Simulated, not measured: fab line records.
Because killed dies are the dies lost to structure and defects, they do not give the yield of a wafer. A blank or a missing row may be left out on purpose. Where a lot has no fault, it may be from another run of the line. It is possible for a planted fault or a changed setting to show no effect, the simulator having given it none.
Chamber matching + flow sky130 + 4 sister chambers for SKY_VIA3_ETCH_15 on rie_diel-03
The step etches SiO2 in C4F8/O2/Ar, stops on TiN, target depth 507 nm, time 78 s. 16 wafers are shown with their chamber, then 8 later ones without.

## WAFERS PAIRED WITH THEIR CHAMBERS
| wafer  | chamber | chamber_pressure_mTorr (mTorr) | oes_product_au (a.u.) | bias_w (W) |
|--------|---------|--------------------------------|-----------------------|------------|
| L573.1 | 1       | 40.02                          | 0.952                 | 1196       |
| L573.4 | 2       | 40.05                          | 0.949                 | 1199       |
| L573.5 | 3       | 40.01                          | 0.955                 | 1203       |
| L575.3 | 2       | 39.97                          | 0.941                 | 1205       |
| L575.4 | 0       | 39.98                          | 0.951                 | 1201       |
| L575.6 | 3       | 40.02                          | 0.949                 | 1203       |
| L580.1 | 3       | 40.01                          | 0.945                 | 1198       |
| L580.2 | 1       | 39.99                          | 0.942                 | 1196       |
| L580.6 | 1       | 40.03                          | 0.945                 | 1196       |
| L582.1 | 0       | 39.98                          | 0.950                 | 1198       |
| L582.3 | 3       | 40.02                          | 0.956                 | 1202       |
| L582.5 | 1       | 40.02                          | 0.953                 | 1197       |
| L592.2 | 1       | 39.93                          | 0.933                 | 1207       |
| L592.3 | 2       | 40.01                          | 0.947                 | 1196       |
| L592.5 | 2       | 40.01                          | 0.945                 | 1201       |
| L593.1 | 3       | 40.07                          | 0.942                 | 1194       |

SIGNATURES, as means of the wafers listed above
| reading                | chamber 0 | chamber 1 | chamber 2 | chamber 3 | scatter within a chamber |
|------------------------|-----------|-----------|-----------|-----------|--------------------------|
| chamber_pressure_mTorr | 39.9800   | 39.9980   | 40.0100   | 40.0260   | 0.0321                   |
| oes_product_au         | 0.95050   | 0.94500   | 0.94550   | 0.94940   | 0.00613                  |
| bias_w                 | 1199.50   | 1198.40   | 1200.25   | 1200.00   | 4.11                     |
Rule: for a wafer and a chamber, the distance is found by dividing, reading by reading, the gap between the wafer's reading and the chamber's mean by the reading's scatter, squaring, summing and taking the root. The wafer belongs to the nearest chamber; if the next one is less than 2 further off, it can't be placed. The scatter: take each reading less its chamber's mean, square it, sum over the shown wafers, divide by the number of wafers less the number of chambers, and take the root.

## WAFERS WITH NO CHAMBER GIVEN
| wafer  | chamber_pressure_mTorr (mTorr) | oes_product_au (a.u.) | bias_w (W) |
|--------|--------------------------------|-----------------------|------------|
| L593.2 | 40.10                          | 0.945                 | 1203       |
| L593.4 | 39.95                          | 0.948                 | 1202       |
| L595.2 | 39.88                          | 0.944                 | 1204       |
| L595.4 | 40.01                          | 0.936                 | 1202       |
| L595.6 | 40.00                          | 0.948                 | 1198       |
| L596.1 | 39.98                          | 0.947                 | 1201       |
| L596.4 | 40.01                          | 0.947                 | 1203       |
| L596.5 | 40.00                          | 0.944                 | 1198       |

## EACH ONE'S CHAMBER
| wafer  | from the rows above               | in truth |
|--------|-----------------------------------|----------|
| L593.2 | can't be placed: 3 or 2 or 1 or 0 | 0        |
| L593.4 | can't be placed: 0 or 1 or 2 or 3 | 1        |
| L595.2 | can't be placed: 0 or 1 or 2 or 3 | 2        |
| L595.4 | can't be placed: 2 or 1 or 3 or 0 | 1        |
| L595.6 | can't be placed: 1 or 2 or 0 or 3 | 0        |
| L596.1 | can't be placed: 0 or 1 or 2 or 3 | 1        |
| L596.4 | can't be placed: 2 or 3 or 1 or 0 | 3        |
| L596.5 | can't be placed: 1 or 2 or 0 or 3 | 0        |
0 of 8 placed correctly. From these rows, 8 cannot be placed; in 8 the true chamber is one of the candidates. Number placed wrongly: 0.
